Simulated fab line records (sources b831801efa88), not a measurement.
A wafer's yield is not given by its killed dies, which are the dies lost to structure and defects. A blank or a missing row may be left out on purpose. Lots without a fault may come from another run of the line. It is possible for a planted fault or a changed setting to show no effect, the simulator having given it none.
What tool caused it? || flow gf180mcu || at 1 step of a route of 602, 7 lots with 21 wafers sampled

== WHAT THE GAUGES READ, wafer by wafer ==
GF_STI_THK_MEAS_30.
{"lot": "L853", "measured": "day 2 10:31", "on": "film_metro-04", "STI_OXIDATION_02_THK (nm)": "10.07 10.39 10.29"}
{"lot": "L856", "measured": "day 3 03:49", "on": "film_metro-03", "STI_OXIDATION_02_THK (nm)": "9.83 9.87 9.84"}
{"lot": "L858", "measured": "day 3 14:00", "on": "film_metro-03", "STI_OXIDATION_02_THK (nm)": "9.99 9.91 9.69"}
{"lot": "L860", "measured": "day 3 22:59", "on": "film_metro-03", "STI_OXIDATION_02_THK (nm)": "10.30 10.12 10.16"}
{"lot": "L862", "measured": "day 4 09:13", "on": "film_metro-03", "STI_OXIDATION_02_THK (nm)": "10.17 10.16 10.16"}
{"lot": "L865", "measured": "day 5 03:25", "on": "film_metro-03", "STI_OXIDATION_02_THK (nm)": "9.83 9.88 9.99"}
{"lot": "L873", "measured": "day 6 22:35", "on": "film_metro-04", "STI_OXIDATION_02_THK (nm)": "10.26 9.95 10.27"}

== WHAT TOOL EACH LOT RAN ON (gives the tool, then ch and the chambers of the sampled wafers, and finally the start) ==
Record: no process step prior to these readings.

== THE ANSWER, worked out from the rows above alone ==
Rule: the usual values come from the lots themselves. The widest of any qualifying gaps counts: lots, ordered by their means at a reading, are off when they make up no more than a third of the lots, leave a main group of 4 or more, and stand apart from it by 3 or more times the standard deviation of that group's means. Not used: any main group whose means are identical at the precision the tables above print for the reading. A lot without any number at a reading at which 4 lots or more have one is off too. The other lots that the step has rows for count as sound.
Nothing can be told from this: no lot is off at any reading shown.

== WHAT THE SIMULATOR PUT IN ==
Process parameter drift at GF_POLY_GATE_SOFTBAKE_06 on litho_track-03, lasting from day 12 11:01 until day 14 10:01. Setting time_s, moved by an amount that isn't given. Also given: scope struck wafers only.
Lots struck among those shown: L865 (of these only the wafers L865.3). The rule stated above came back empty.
